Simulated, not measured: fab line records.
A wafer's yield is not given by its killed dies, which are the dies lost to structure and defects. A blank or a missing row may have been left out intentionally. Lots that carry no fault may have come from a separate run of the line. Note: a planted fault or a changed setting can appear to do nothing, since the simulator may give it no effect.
fab line records    flow sky130
[record] lots = 7  wafers = 21  lastDay = 49
route steps=708 shown LI_CONTACT@371 PAD_OPEN@708
lots with no fault: from the same line, run without faults
startH: hours from the record's first day to the start of the lot's first wafer shown    waitH: hours elapsed since this lot's preceding step    " repeats the value in the row above    L1.1+2: a single row standing in for several wafers    - no value, or no start given    * or withheld: withheld    < > ~ a bound
route shown NAME@n: NAME is a module with steps in the file, n the number in the route of the first one    usual: mean and standard deviation over wafers with no fault    same: alike in all rows    chamber/n: place in a boat    sites: the reading at each site    _std_site: standard deviation across them    _edge_site: mean of outer sites minus mean of inner sites    radiusMm: how far each site lies from the wafer's centre    mask NAME#n: copy n    behind: the tool/chamber that last shaped the wafer    hold: why the lot was held/for how many hours/how that ended    device: names the non-switching transistor (n, p or np)    end of line: tests of these same wafers at the route's end    step lacking rows: just its recipe    killed: at the first sort, the dies lost to defects and structure; wafer yield is something else    map: a wafer's dies, marking killed ones x, the rest . and places with no die _
set.NAME: the setting that was run; set.NAME@STEP: the one run at that earlier step    model.NAME: the simulator's own value behind a step, which no gauge read
certain route steps with their lots: each step a table, each wafer a row
services: the hour from which a tool's chamber was out of use, counted from the record's first day as startH (under 0 if before that day), plus the number of hours and why
[[steps]]
[step SKY_LI_CONTACT_EXPOSE_09]
[recipe] maskId = LICM1  na = 0.8  sourceShape = annular  sigmaInner = 0.55  sigmaOuter = 0.85  targetCdNm = 170  doseMj = 38
[step SKY_LI_CONTACT_PEB_10]
[recipe] pebTempC = withheld  pebTimeS = withheld  resist = KrF-thick
[step SKY_LI_CONTACT_DEVELOP_11]
[recipe] developTimeS = 60  resist = KrF-thick  devTempC = 21
[step SKY_LI_CONTACT_CD_MEAS_12]
[recipe] targetCdNm = 170
[usual] cdNm = 170.1/1.3
lot.wafer  tool      chamber  startH  waitH  cdNm
L298.1     cdSem-02  -        669.72  -      170.2
L298.2     "         -        "       "      169.7
L298.6     "         -        "       "      170.4
L301.1     cdSem-01  -        699.18  -      170.8
L301.3     "         -        "       "      170.8
L301.5     "         -        "       "      171.7
L302.2     cdSem-02  -        706.45  -      170.6
L302.3     "         -        "       "      171.6
L302.4     "         -        "       "      170.2
L312.2     cdSem-01  -        797.60  -      172.9
L312.3     "         -        "       "      172.3
L312.4     "         -        "       "      171.1
L313.3     cdSem-02  -        806.71  -      169.9
L313.5     "         -        "       "      169.1
L313.6     "         -        "       "      169.9
L314.2     cdSem-01  -        814.29  -      169.0
L314.3     "         -        "       "      168.0
L314.5     "         -        "       "      169.4
L316.1     cdSem-01  -        824.10  -      167.4
L316.2     "         -        "       "      168.6
L316.5     "         -        "       "      169.5
[step SKY_LI_CONTACT_OVL_MEAS_13]
[usual] LI_CONTACT_OVL = 4/7
lot.wafer  tool        chamber  startH  waitH  LI_CONTACT_OVL[nm]
L298.1     overlay-02  -        669.84  0.1    -8
L298.2     "           -        "       "      9
L298.6     "           -        "       "      7
L301.1     overlay-01  -        699.30  0.1    16
L301.3     "           -        "       "      11
L301.5     "           -        "       "      11
L302.2     overlay-01  -        706.56  0.1    5
L302.3     "           -        "       "      6
L302.4     "           -        "       "      1
L312.2     overlay-02  -        797.71  0.1    0
L312.3     "           -        "       "      -1
L312.4     "           -        "       "      0
L313.3     overlay-02  -        806.83  0.1    13
L313.5     "           -        "       "      7
L313.6     "           -        "       "      5
L314.2     overlay-02  -        814.40  0.1    11
L314.3     "           -        "       "      10
L314.5     "           -        "       "      11
L316.1     overlay-02  -        824.22  0.1    -3
L316.2     "           -        "       "      -7
L316.5     "           -        "       "      -5
[step SKY_LI_CONTACT_ETCH_14]
[recipe] chemistry = N2/H2  target = BARC  ionEnergyEv = 200  sourceW = 500  biasW = 100  pressureMtorr = 30  n2FlowSccm = 100  h2FlowSccm = 200  stopOn = SiO2  timeS = 45.9  targetDepthA = 600
[usual] drypumpMotorCurrentA = 5.9/0.5  oesProductAu = 0.855/0.0048  throttleValvePct = 13.225/0.0097
lot.wafer  tool        chamber  startH  waitH  drypumpMotorCurrentA  oesProductAu  rfHoursCounterH  throttleValvePct
L298.1     rieDiel-03  1        669.88  0.0    6.7                   0.846         5                13.237
L298.2     "           0        "       "      6.8                   0.856         1                13.220
L298.6     "           0        "       "      6.8                   0.852         -                13.214
L301.1     rieDiel-02  1        699.34  0.0    5.8                   0.853         1                13.227
L301.3     "           2        "       "      5.3                   0.850         10               13.229
L301.5     "           2        "       "      5.2                   0.857         -                13.230
L302.2     rieDiel-03  2        706.59  0.0    5.2                   0.849         15               13.236
L302.3     "           0        "       "      6.8                   0.851         2                13.216
L302.4     "           1        "       "      6.7                   0.851         6                13.245
L312.2     rieDiel-01  0        797.74  0.0    5.8                   0.850         23               13.244
L312.3     "           2        "       "      5.7                   0.855         6                13.230
L312.4     "           1        "       "      5.2                   0.854         7                13.217
L313.3     rieDiel-02  3        806.85  0.0    6.0                   0.853         19               13.241
L313.5     "           1        "       "      5.9                   0.857         -                13.221
L313.6     "           2        "       "      5.3                   0.856         -                13.209
L314.2     rieDiel-02  0        814.43  0.0    5.7                   0.858         15               13.229
L314.3     "           3        "       "      6.0                   0.856         19               13.236
L314.5     "           3        "       "      6.0                   0.856         -                13.202
L316.1     rieDiel-02  0        824.26  0.0    5.7                   0.857         16               13.224
L316.2     "           3        "       "      6.0                   0.854         20               13.239
L316.5     "           3        "       "      6.0                   0.850         -                13.241
[step SKY_LI_CONTACT_ETCH_15]
[recipe] target = PSG  chemistry = C4F8/O2/Ar  stopOn = Si  taperDeg = 4.15  maskMaterial = KrF-thick  sourceW = 1500  biasW = 1200  pressureMtorr = 40  c4f8FlowSccm = withheld  O2_flow_sccm = 6  Ar_flow_sccm = 300  timeS = withheld  targetDepthA = 6000
[usual] oesProductAu = 0.838/0.0051
lot.wafer  tool        chamber  startH  waitH  oesProductAu
L298.1     rieDiel-03  1        669.92  0.0    0.839
L298.2     "           0        "       "      0.839
L298.6     "           0        "       "      0.833
L301.1     rieDiel-02  1        699.38  0.0    0.834
L301.3     "           2        "       "      0.833
L301.5     "           2        "       "      0.838
L302.2     rieDiel-03  2        706.63  0.0    0.837
L302.3     "           0        "       "      0.837
L302.4     "           1        "       "      0.833
L312.2     rieDiel-01  0        797.78  0.0    0.847
L312.3     "           2        "       "      0.842
L312.4     "           1        "       "      0.841
L313.3     rieDiel-02  3        806.89  0.0    0.823
L313.5     "           1        "       "      0.835
L313.6     "           2        "       "      0.839
L314.2     rieDiel-02  0        814.47  0.0    0.840
L314.3     "           3        "       "      0.843
L314.5     "           3        "       "      0.835
L316.1     rieDiel-02  0        824.30  0.0    0.836
L316.2     "           3        "       "      0.841
L316.5     "           3        "       "      0.827
[step SKY_LI_CONTACT_STRIP_16]
[recipe] chemistry = O2/N2  powerW = 1400  pressureMtorr = 1500  platenTempC = withheld  o2FlowSccm = 3000  n2FlowSccm = 300  overashFraction = 0.5
[usual] drypumpMotorCurrentA = 5.8/0.34  oesProductAu = 0.375/0.0049  stripTimeToEndpointS = 3.48/0.031
lot.wafer  tool            chamber  startH  waitH  drypumpMotorCurrentA  oesProductAu  rfHoursCounterH  stripTimeToEndpointS
L298.1     plasmaAsher-04  0        670.01  -      6.1                   0.376         96               3.43
L298.2     "               1        "       "      5.4                   0.371         96               3.47
L298.6     "               0        "       "      6.1                   0.385         -                3.48
L301.1     plasmaAsher-01  1        699.47  -      5.7                   0.373         88               3.44
L301.3     "               0        "       "      6.0                   0.375         -                3.47
L301.5     "               0        "       "      6.0                   0.380         -                3.46
L302.2     plasmaAsher-04  0        706.72  -      6.1                   0.370         101              3.49
L302.3     "               0        "       "      6.1                   0.370         -                3.47
L302.4     "               1        "       "      5.5                   0.377         -                3.46
L312.2     plasmaAsher-04  0        797.87  -      6.1                   0.375         5                3.48
L312.3     "               0        "       "      6.1                   0.376         -                3.46
L312.4     "               1        "       "      5.4                   0.378         -                3.50
L313.3     plasmaAsher-04  1        807.01  -      5.4                   0.377         -                3.52
L313.5     "               0        "       "      6.1                   0.371         -                3.51
L313.6     "               1        "       "      5.4                   0.375         -                3.55
L314.2     plasmaAsher-04  0        814.56  -      6.1                   0.376         7                3.46
L314.3     "               1        "       "      5.4                   0.381         -                3.49
L314.5     "               1        "       "      5.4                   0.379         -                3.52
L316.1     plasmaAsher-02  0        824.38  -      5.2                   0.369         38               3.45
L316.2     "               1        "       "      6.0                   0.380         38               3.47
L316.5     "               0        "       "      5.1                   0.373         -                3.47
[step SKY_LI_CONTACT_CLEAN_17]
[recipe] chemistry = NMP  timeS = 600  tempC = 60  dry = n2Spin
[step SKY_LI_CONTACT_PRE_CLEAN_18]
[recipe] gas = Ar  timeS = 5.6  biasV = 358
[step SKY_LI_CONTACT_SPUTTER_19]
[recipe] material = Ti  targetThkNm = 20  chamberPressurePa = 5  powerW = 2500  substrateTempC = 200  timeS = 106.37
[usual] substrateTempC = 200.01/0.16  throttleValvePct = 29.9/1.1
lot.wafer  tool           chamber  startH  waitH  substrateTempC  throttleValvePct
L298.1     pvdSputter-02  -        670.30  0.0    200.30          29.6
L298.2     "              -        "       "      199.77          29.2
L298.6     "              -        "       "      200.11          29.5
L301.1     pvdSputter-02  -        699.78  0.0    199.89          30.8
L301.3     "              -        "       "      200.02          29.5
L301.5     "              -        "       "      199.84          30.7
L302.2     pvdSputter-02  -        707.01  0.0    200.08          30.8
L302.3     "              -        "       "      199.86          31.0
L302.4     "              -        "       "      200.02          29.0
L312.2     pvdSputter-04  -        798.16  0.0    200.01          30.4
L312.3     "              -        "       "      200.08          27.8
L312.4     "              -        "       "      199.85          30.3
L313.3     pvdSputter-01  -        807.29  0.0    200.26          28.6
L313.5     "              -        "       "      200.02          30.4
L313.6     "              -        "       "      200.27          28.7
L314.2     pvdSputter-02  -        814.85  0.0    200.01          29.5
L314.3     "              -        "       "      200.52          30.9
L314.5     "              -        "       "      200.09          29.3
L316.1     pvdSputter-01  -        824.71  0.0    199.95          30.7
L316.2     "              -        "       "      199.84          28.7
L316.5     "              -        "       "      200.25          30.2
[step SKY_LI_CONTACT_SPUTTER_20]
[recipe] material = TiN  targetThkNm = 20  chamberPressurePa = 5  powerW = 4000  timeS = 80
[usual] throttleValvePct = 29.8/1.1
lot.wafer  tool           chamber  startH  waitH  throttleValvePct
L298.1     pvdSputter-02  -        670.38  0.0    29.5
L298.2     "              -        "       "      29.0
L298.6     "              -        "       "      29.6
L301.1     pvdSputter-02  -        699.85  0.0    30.8
L301.3     "              -        "       "      29.5
L301.5     "              -        "       "      30.7
L302.2     pvdSputter-02  -        707.09  0.0    30.7
L302.3     "              -        "       "      30.5
L302.4     "              -        "       "      29.0
L312.2     pvdSputter-04  -        798.24  0.0    30.3
L312.3     "              -        "       "      27.7
L312.4     "              -        "       "      30.3
L313.3     pvdSputter-01  -        807.36  0.0    28.6
L313.5     "              -        "       "      30.4
L313.6     "              -        "       "      28.7
L314.2     pvdSputter-02  -        814.93  0.0    29.4
L314.3     "              -        "       "      30.9
L314.5     "              -        "       "      29.3
L316.1     pvdSputter-01  -        824.79  0.0    30.1
L316.2     "              -        "       "      28.8
L316.5     "              -        "       "      30.5
[step SKY_LI_CONTACT_CVD_21]
[recipe] material = W  targetThkNm = 400  timeS = 120.56  tempC = 400  pressureTorr = 40
[usual] chamberPressureTorr = 40.00/0.1  heaterPowerOuterW = 495/47  heaterPowerW = 841/79
lot.wafer  tool     chamber  startH  waitH  chamberPressureTorr  heaterPowerOuterW  heaterPowerW
L298.1     cvdW-01  0        670.44  0.0    39.93                455                792
L298.2     "        1        "       "      39.94                444                747
L298.6     "        0        "       "      40.02                467                791
L301.1     cvdW-02  1        699.91  0.0    39.80                480                858
L301.3     "        0        "       "      39.97                558                949
L301.5     "        1        "       "      39.75                493                860
L302.2     cvdW-01  1        707.15  0.0    39.99                450                728
L302.3     "        1        "       "      39.86                458                759
L302.4     "        0        "       "      39.92                468                795
L312.2     cvdW-01  0        798.30  0.0    -                    -                  -
L312.3     "        1        "       "      -                    -                  -
L312.4     "        0        "       "      -                    -                  -
L313.3     cvdW-02  0        807.47  0.1    -                    -                  -
L313.5     "        1        "       "      -                    -                  -
L313.6     "        0        "       "      -                    -                  -
L314.2     cvdW-02  0        814.99  0.0    -                    -                  -
L314.3     "        1        "       "      -                    -                  -
L314.5     "        1        "       "      -                    -                  -
L316.1     cvdW-01  1        824.85  0.0    39.91                447                755
L316.2     "        0        "       "      40.10                466                813
L316.5     "        1        "       "      40.01                463                743
[step SKY_LI_CONTACT_RS_MEAS_22]
[recipe] thkMeasGauge = four-point-probe  reads = W_of_LI_CONTACT_CVD_21+TiN_of_LI_CONTACT_SPUTTER_20+Ti_of_LI_CONTACT_SPUTTER_19
[usual] LI_CONTACT_W_RS = 0.2854/0.0028
lot.wafer  tool          chamber  startH  waitH  LI_CONTACT_W_RS[ohm/sq]
L298.1     filmMetro-02  -        670.56  0.1    0.2804
L298.2     "             -        "       "      0.2835
L298.6     "             -        "       "      0.2840
L301.1     filmMetro-02  -        700.04  0.1    0.2910
L301.3     "             -        "       "      0.2859
L301.5     "             -        "       "      0.2850
L302.2     filmMetro-03  -        707.29  0.1    0.2809
L302.3     "             -        "       "      0.2826
L302.4     "             -        "       "      0.2855
L312.2     filmMetro-03  -        798.44  0.1    24.600
L312.3     "             -        "       "      24.649
L312.4     "             -        "       "      24.861
L313.3     filmMetro-01  -        807.59  0.1    24.727
L313.5     "             -        "       "      24.478
L313.6     "             -        "       "      24.773
L314.2     filmMetro-01  -        815.13  0.1    24.842
L314.3     "             -        "       "      24.929
L314.5     "             -        "       "      25.072
L316.1     filmMetro-03  -        824.97  0.1    0.2847
L316.2     "             -        "       "      0.2838
L316.5     "             -        "       "      0.2809
[step SKY_LI_CONTACT_THK_MEAS_23]
[recipe] thkMeasGauge = xrf  reads = W_of_LI_CONTACT_CVD_21
[usual] LI_CONTACT_W_THK = 390/4.5
lot.wafer  tool          chamber  startH  waitH  LI_CONTACT_W_THK[nm]
L298.1     filmMetro-02  -        670.68  0.1    396
L298.2     "             -        "       "      396
L298.6     "             -        "       "      391
L301.1     filmMetro-02  -        700.16  0.1    382
L301.3     "             -        "       "      388
L301.5     "             -        "       "      393
L302.2     filmMetro-03  -        707.40  0.1    398
L302.3     "             -        "       "      393
L302.4     "             -        "       "      395
L312.2     filmMetro-03  -        798.55  0.1    -
L312.3     "             -        "       "      -
L312.4     "             -        "       "      <0
L313.3     filmMetro-01  -        807.69  0.1    -
L313.5     "             -        "       "      <0
L313.6     "             -        "       "      <0
L314.2     filmMetro-01  -        815.24  0.1    <0
L314.3     "             -        "       "      <0
L314.5     "             -        "       "      <0
L316.1     filmMetro-03  -        825.09  0.1    392
L316.2     "             -        "       "      396
L316.5     "             -        "       "      398
[step SKY_LI_CONTACT_CMP_24]
[recipe] stopOn = PSG  tOverpolishS = 20  downForcePsi = 3.5  platenRpm = 60  targetThkNm = 0  padVelocityMS = 0.94248
[usual] motorCurrentA = 11.2/1.1  slurryFilterDpKPa = 13.50/0.14  timeToEndpointS = 99/3.9
lot.wafer  tool    chamber  startH  waitH  motorCurrentA  slurryFilterDpKPa  timeToEndpointS
L298.1     cmp-01  2        670.74  0.1    10.2           13.51              99
L298.2     "       0        "       "      12.6           13.61              101
L298.6     "       3        "       "      11.6           13.13              102
L301.1     cmp-01  3        700.22  0.1    11.5           13.33              98
L301.3     "       2        "       "      10.3           13.51              100
L301.5     "       0        "       "      12.8           13.65              103
L302.3     cmp-01  1        707.45  0.0    11.5           13.50              95
L302.4     "       2        "       "      10.2           13.47              96
L302.2     "       0        "       "      12.9           13.40              101
L312.2     cmp-02  3        798.65  0.1    9.3            13.54              10
L312.4     "       0        "       "      10.3           13.35              9
L312.3     "       1        "       "      12.3           13.40              11
L313.3     cmp-01  0        807.73  0.0    12.7           13.43              6
L313.6     "       0        "       "      12.7           13.77              6
L313.5     "       1        "       "      10.4           13.55              5
L314.3     cmp-02  1        815.39  0.1    12.0           13.46              4
L314.2     "       2        "       "      11.8           13.72              4
L314.5     "       0        "       "      10.7           13.44              5
L316.1     cmp-02  3        825.15  0.1    9.3            13.68              99
L316.2     "       0        "       "      10.2           13.42              98
L316.5     "       3        "       "      9.3            13.73              101
[step SKY_PAD_OPEN_PROBE_99]
[usual] killed_at_M0_to_M3 = 44/7.2  killed_at_M4_up = 3.1/1.8  killedAtContacts = 24/4.5  killedAtFrontEnd = 16/4.4  killedAtOther = 0.2/0.42  killedDies = 87/8.9  killedOnRim = 17/4.1  killedOpen = 48/6.4  killedShort = 39/6.2
[same] grossDies = 492  killedAtBackSide = 0
lot.wafer  tool       chamber  startH   waitH  killed_at_M0_to_M3  killed_at_M4_up  killedAtContacts  killedAtFrontEnd  killedAtOther  killedDies  killedOnRim  killedOpen  killedShort
L301.1     prober-01  -        1084.17  0.1    55                  3                30                13                0              101         18           56          45
L301.3     prober-01  -        1084.27  0.2    46                  3                23                10                0              82          15           48          34
L301.5     prober-01  -        1084.37  0.2    27                  5                29                14                0              75          11           35          40
L302.2     prober-02  -        1088.36  0.1    56                  4                27                16                0              103         24           55          48
L302.3     prober-02  -        1088.41  0.2    43                  3                22                14                0              82          19           49          33
L302.4     prober-02  -        1088.46  0.2    51                  0                24                18                1              94          16           61          33
L312.2     prober-02  -        1156.62  0.1    43                  0                432               17                0              492         96           40          41
L312.3     prober-02  -        1156.67  0.2    42                  1                435               13                1              492         96           41          36
L312.4     prober-02  -        1156.72  0.2    54                  3                421               14                0              492         96           54          50
L313.3     prober-01  -        1158.80  0.2    43                  4                423               22                0              492         96           52          39
L313.5     prober-01  -        1158.90  0.2    51                  7                420               14                0              492         96           55          41
L313.6     prober-01  -        1158.95  0.2    39                  3                437               13                0              492         96           46          33
L314.2     prober-02  -        1163.58  0.1    47                  3                422               20                0              492         96           49          40
L314.3     prober-02  -        1163.63  0.2    53                  4                423               12                0              492         96           44          51
L314.5     prober-02  -        1163.73  0.2    44                  2                429               17                0              492         96           45          32
L316.1     prober-02  -        1174.22  0.1    50                  4                19                9                 0              82          16           46          36
L316.2     prober-02  -        1174.27  0.1    36                  2                19                17                0              74          14           41          33
L316.5     prober-02  -        1174.42  0.2    66                  2                24                11                0              103         9            54          49
// killed by level:class
L301.1 VIA1:geometricParticle:open=17 CONTACT:geometricParticle:open=12 VIA1:geometricParticle:short=10 METAL1:geometricParticle:short=5 LI_CONTACT:geometricParticle:short=5 LI_CONTACT:geometricParticle:open=5 VIA2:geometricParticle:open=5 FIELD_ISO:geometricParticle:open=4
L301.3 VIA1:geometricParticle:open=10 CONTACT:geometricParticle:open=9 VIA3:geometricParticle:open=7 CONTACT:geometricParticle:short=6 METAL1:geometricParticle:short=6 VIA1:geometricParticle:short=6 VIA2:geometricParticle:open=5 LI_CONTACT:geometricParticle:open=4
L301.5 CONTACT:geometricParticle:open=13 LI_CONTACT:geometricParticle:open=7 METAL3:geometricParticle:short=5 POLY_GATE:geometricParticle:short=5 METAL4:geometricParticle:short=5 FIELD_ISO:geometricParticle:short=4 LI_CONTACT:geometricParticle:short=4 VIA1:geometricParticle:open=4
L302.2 VIA1:geometricParticle:open=12 CONTACT:geometricParticle:open=9 VIA2:geometricParticle:open=8 METAL1:geometricParticle:short=7 VIA1:geometricParticle:short=7 VIA3:geometricParticle:open=7 LI_CONTACT:geometricParticle:open=6 LOCAL_INTERCONNECT:geometricParticle:short=5
L302.3 VIA1:geometricParticle:open=9 VIA1:geometricParticle:short=7 CONTACT:geometricParticle:short=7 CONTACT:geometricParticle:open=7 VIA3:geometricParticle:open=7 FIELD_ISO:geometricParticle:open=5 LI_CONTACT:geometricParticle:open=4 LOCAL_INTERCONNECT:geometricParticle:short=4
L302.4 CONTACT:geometricParticle:open=15 VIA1:geometricParticle:open=15 VIA3:geometricParticle:open=8 FIELD_ISO:geometricParticle:open=7 FIELD_ISO:geometricParticle:short=5 METAL1:geometricParticle:short=5 LI_CONTACT:geometricParticle:open=4 VIA2:geometricParticle:short=4
L312.2 LI_CONTACT:areaCvd=411 VIA1:geometricParticle:open=11 METAL2:geometricParticle:short=8 CONTACT:geometricParticle:open=7 CONTACT:geometricParticle:short=6 METAL1:geometricParticle:short=6 FIELD_ISO:geometricParticle:short=5 VIA3:geometricParticle:open=5
L312.3 LI_CONTACT:areaCvd=415 VIA1:geometricParticle:open=11 FIELD_ISO:geometricParticle:open=6 LI_CONTACT:geometricParticle:open=6 VIA2:geometricParticle:open=6 VIA1:geometricParticle:short=5 CONTACT:geometricParticle:short=4 METAL2:geometricParticle:short=4
L312.4 LI_CONTACT:areaCvd=388 CONTACT:geometricParticle:open=11 VIA1:geometricParticle:open=10 VIA3:geometricParticle:open=10 VIA1:geometricParticle:short=9 LI_CONTACT:geometricParticle:short=8 METAL2:geometricParticle:short=8 POLY_GATE:geometricParticle:open=5
L313.3 LI_CONTACT:areaCvd=401 CONTACT:geometricParticle:open=13 VIA1:geometricParticle:open=12 POLY_GATE:geometricParticle:open=9 METAL1:geometricParticle:short=8 VIA2:geometricParticle:open=7 POLY_GATE:geometricParticle:short=7 METAL2:geometricParticle:short=6
L313.5 LI_CONTACT:areaCvd=396 VIA1:geometricParticle:open=19 METAL1:geometricParticle:short=6 LI_CONTACT:geometricParticle:open=6 CONTACT:geometricParticle:short=5 LI_CONTACT:geometricParticle:short=5 VIA3:geometricParticle:open=5 CONTACT:geometricParticle:open=5
L313.6 LI_CONTACT:areaCvd=413 VIA1:geometricParticle:open=11 LI_CONTACT:geometricParticle:open=10 LOCAL_INTERCONNECT:geometricParticle:short=6 METAL1:geometricParticle:short=5 VIA3:geometricParticle:open=5 CONTACT:geometricParticle:open=4 METAL2:geometricParticle:short=4
L314.2 LI_CONTACT:areaCvd=403 VIA1:geometricParticle:open=18 FIELD_ISO:geometricParticle:short=7 FIELD_ISO:geometricParticle:open=7 VIA1:geometricParticle:short=7 CONTACT:geometricParticle:open=7 VIA3:geometricParticle:open=6 CONTACT:geometricParticle:short=5
L314.3 LI_CONTACT:areaCvd=397 VIA1:geometricParticle:open=14 CONTACT:geometricParticle:open=12 VIA1:geometricParticle:short=9 METAL1:geometricParticle:short=7 POLY_GATE:geometricParticle:short=5 LI_CONTACT:geometricParticle:open=5 METAL2:geometricParticle:short=5
L314.5 LI_CONTACT:areaCvd=415 VIA1:geometricParticle:open=11 VIA1:geometricParticle:short=10 FIELD_ISO:geometricParticle:open=7 CONTACT:geometricParticle:open=6 VIA3:geometricParticle:open=6 METAL1:geometricParticle:short=4 METAL2:geometricParticle:short=4
L316.1 VIA1:geometricParticle:open=15 METAL1:geometricParticle:short=7 VIA2:geometricParticle:open=7 VIA1:geometricParticle:short=6 CONTACT:geometricParticle:short=5 CONTACT:geometricParticle:open=5 VIA3:geometricParticle:open=5 LI_CONTACT:geometricParticle:open=4
L316.2 CONTACT:geometricParticle:open=8 METAL1:geometricParticle:short=7 POLY_GATE:geometricParticle:open=7 VIA1:geometricParticle:open=7 VIA2:geometricParticle:open=6 VIA3:geometricParticle:open=6 VIA1:geometricParticle:short=4 VIA2:geometricParticle:short=4
L316.5 VIA1:geometricParticle:open=15 METAL1:geometricParticle:short=10 VIA2:geometricParticle:open=10 CONTACT:geometricParticle:open=9 VIA3:geometricParticle:open=7 LOCAL_INTERCONNECT:geometricParticle:short=6 METAL2:geometricParticle:short=6 METAL3:geometricParticle:short=6
// map L312.2 (x killed, . not)
__________xxxxxxxxxx_________
________xxxxxxxxxxxxxx_______
______xxxxxxxxxxxxxxxxxx_____
_____xxxxxxxxxxxxxxxxxxxx____
____xxxxxxxxxxxxxxxxxxxxxx___
___xxxxxxxxxxxxxxxxxxxxxxxx__
__xxxxxxxxxxxxxxxxxxxxxxxxxx_
_xxxxxxxxxxxxxxxxxxxxxxxxxxxx
_xxxxxxxxxxxxxxxxxxxxxxxxxxxx
_xxxxxxxxxxxxxxxxxxxxxxxxxxxx
_xxxxxxxxxxxxxxxxxxxxxxxxxxxx
_xxxxxxxxxxxxxxxxxxxxxxxxxxxx
_xxxxxxxxxxxxxxxxxxxxxxxxxxxx
_xxxxxxxxxxxxxxxxxxxxxxxxxxxx
_xxxxxxxxxxxxxxxxxxxxxxxxxxxx
__xxxxxxxxxxxxxxxxxxxxxxxxxx_
___xxxxxxxxxxxxxxxxxxxxxxxx__
____xxxxxxxxxxxxxxxxxxxxxx___
_____xxxxxxxxxxxxxxxxxxxx____
______xxxxxxxxxxxxxxxxxx_____
________xxxxxxxxxxxxxx_______
__________xxxxxxxxxx_________
// map L313.3 (x killed, . not)
__________xxxxxxxxxx_________
________xxxxxxxxxxxxxx_______
______xxxxxxxxxxxxxxxxxx_____
_____xxxxxxxxxxxxxxxxxxxx____
____xxxxxxxxxxxxxxxxxxxxxx___
___xxxxxxxxxxxxxxxxxxxxxxxx__
__xxxxxxxxxxxxxxxxxxxxxxxxxx_
_xxxxxxxxxxxxxxxxxxxxxxxxxxxx
_xxxxxxxxxxxxxxxxxxxxxxxxxxxx
_xxxxxxxxxxxxxxxxxxxxxxxxxxxx
_xxxxxxxxxxxxxxxxxxxxxxxxxxxx
_xxxxxxxxxxxxxxxxxxxxxxxxxxxx
_xxxxxxxxxxxxxxxxxxxxxxxxxxxx
_xxxxxxxxxxxxxxxxxxxxxxxxxxxx
_xxxxxxxxxxxxxxxxxxxxxxxxxxxx
__xxxxxxxxxxxxxxxxxxxxxxxxxx_
___xxxxxxxxxxxxxxxxxxxxxxxx__
____xxxxxxxxxxxxxxxxxxxxxx___
_____xxxxxxxxxxxxxxxxxxxx____
______xxxxxxxxxxxxxxxxxx_____
________xxxxxxxxxxxxxx_______
__________xxxxxxxxxx_________
[[services]]
tool            chamber  startH  hours  kind
rieDiel-03      2        660.91  3.3    repair
rieDiel-03      0        661.75  7.1    repair
cmp-02          -        672.91  1.6    repair
rieDiel-03      0        676.69  8.7    repair
cmp-02          -        676.86  2.7    pm
pvdSputter-01   -        686.53  2.5    repair
pvdSputter-01   -        693.32  1.2    repair
cvdW-02         -        694.13  1.2    repair
cmp-02          -        696.78  0.3    repair
cvdW-02         -        701.72  2.8    pm
cvdW-02         -        705.57  6.0    pm
cmp-01          -        730.13  2.4    repair
plasmaAsher-04  -        733.75  9.0    pm
cmp-01          -        747.34  2.3    repair
pvdSputter-01   -        748.91  1.9    repair
cmp-01          -        777.99  6.8    repair
pvdSputter-02   -        784.55  1.0    repair
cvdW-01         -        786.25  2.8    pm
cmp-01          -        796.39  1.4    repair
cvdW-01         1        799.80  2.7    repair
cmp-01          -        810.30  6.4    pm
rieDiel-02      1        812.11  3.7    repair
rieDiel-03      2        815.27  6.7    repair
rieDiel-03      -        819.39  2.8    pm
[[key]]
[firstSign] step = SKY_LI_CONTACT_CVD_21  reading = toolRecord  direction = missing
[effect] step = SKY_LI_CONTACT_RS_MEAS_22  reading = LI_CONTACT_W_RS  direction = up  sigmas = 99+  usual = 0.2854  struck = 24.770
[effect] step = SKY_LI_CONTACT_THK_MEAS_23  reading = LI_CONTACT_W_THK  direction = down  sigmas = 86  usual = 390  struck = <0
[effect] step = SKY_LI_CONTACT_CMP_24  reading = timeToEndpointS  direction = down  sigmas = 24  usual = *  struck = *
[effect] step = SKY_PAD_OPEN_PROBE_99  reading = killedAtContacts  direction = up  sigmas = 89  usual = 24  struck = 427
[moreKillsBornAt] SKY_LI_CONTACT_CVD_21@cvdW-02 = 2408  SKY_LI_CONTACT_CVD_21@cvdW-01 = 1214
metAt SKY_LI_CONTACT_CVD_21
struckWafers L312.2,L312.3,L312.4,L313.3,L313.5,L313.6,L314.2,L314.3,L314.5
laterRowsLeftOut L312.2,L312.3,L312.4,L313.3,L313.5,L313.6,L314.2,L314.3,L314.5
testerLeftOut L312,L313,L314
onsetBetween 707.15 798.30
[fault] kind = skippedStepWhole  tool = cvdW-01,cvdW-02  chamber = -  onsetH = 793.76  steps = SKY_LI_CONTACT_CVD_21  scope = struckLotsOnly
// testerLeftOut: of these lots the tester's yield and bins aren't shown, on N5 and GAA mostly nor the transistor test; their killed dies are dies lost to structure and defects alone, not to doping, threshold or leakage, so they don't give the yield
// laterRowsLeftOut: the simulator's readings of these wafers behind a module that went badly wrong aren't trusted and aren't shown, but for the sort
